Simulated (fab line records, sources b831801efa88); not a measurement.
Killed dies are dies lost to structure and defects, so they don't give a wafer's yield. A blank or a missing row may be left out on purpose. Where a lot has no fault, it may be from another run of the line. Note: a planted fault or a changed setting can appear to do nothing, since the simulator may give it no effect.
Code-filled problem report in 8D (eight disciplines) form ; flow sky130 ; the parts of the form that need people (team, actions taken, sign-off) are left out

== 1. PROBLEM STATEMENT ==
SKY_GATE_OXIDE_CLEAN_15, run-length-s: mean 42 s on 3 wafers (1 lot); fault-free wafers 177 s, standard deviation 3.4. That puts it -40 standard deviations away from the usual mean.
The step: cleans in SC1/SC2, time 150 s.
Earliest sighting: wafer L231.1 on wet-bench-03 at day 19 22:10. Wafers with a number at this step in the record: 39, from 13 lots. By rule, "out" or "out of limits" means more than 4 standard deviations away from the usual mean. The other wafers with a number count as sound.

== 2. WHAT IT IS; WHAT IT IS NOT ==
question;is;is not
which readings at this step;run-length-s;-
which lots;L231;L214, L215, L216, L218, L219, L222, L223, L224, L226, L227, L230, L237
which wafers of those lots;all that have a number;-
read on which tools;wet-bench-03;wet-bench-01, wet-bench-04
when;from day 19 22:10;"up to then (30 sound wafers); but 6 sound wafers of L230, L237 came after"

== 3. SUSPECTS, AND WHAT RULES EACH OUT ==
Counting: a tool stays on the suspect list if, at a process step up to the reading, it processed all lots that are out and no sound lot following the first of them.
- plasma-asher-03 at SKY_VT_ADJUST_HVTP_STRIP_10 (strips in O2/N2): ruled out as a lasting fault. Sound lots L237 ran on it after its first lot that is out, L231 (day 10 12:08).
- wet-bench-03 at SKY_GATE_OXIDE_CLEAN_15 (cleans in SC1/SC2, time 150 s): kept. It ran the lot that is out, L231 (day 19 22:10), and no sound lot after that; its last sound lot up to then is L226 (day 18 01:28). Out on those wafers are its own readings of run-length-s.
Left after counting: wet-bench-03 at SKY_GATE_OXIDE_CLEAN_15.

== 4. THE CAUSE (what the simulator had put in) ==
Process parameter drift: wet-bench-03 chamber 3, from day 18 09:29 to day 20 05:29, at SKY_GATE_OXIDE_CLEAN_15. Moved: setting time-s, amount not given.
This tool alone remained once counting was done.

== 5. SEQUENCE OF EFFECTS, ordered by route ==
One row per reading whose mean, taken over the struck wafers that have a number, lies over 3 standard deviations from the usual. Only readings for which the record gives a usual standard deviation are gone through. hours: the time from each lot's start at the first step in this table that gives one to its start at this step, as a median over the lots. sigmas: the change in usual standard deviations.
hours;step;reading;usual;on struck wafers;change;sigmas
0;SKY_GATE_OXIDE_CLEAN_15;run-length-s;177 s;42;-135;-40
It contains these process steps:
- SKY_GATE_OXIDE_CLEAN_15: cleans in SC1/SC2, time 150 s.
Later measuring or inspecting steps at which every struck wafer that the step has a row for has a number for every such reading, and none has moved that far: SKY_LI_CONTACT_OVL_MEAS_13.

== 6. WHAT WOULD HAVE CAUGHT IT SOONER ==
37 hours passed between the start of the fault at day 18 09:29 and the first reading out of limits in this record, taken at day 19 22:10.
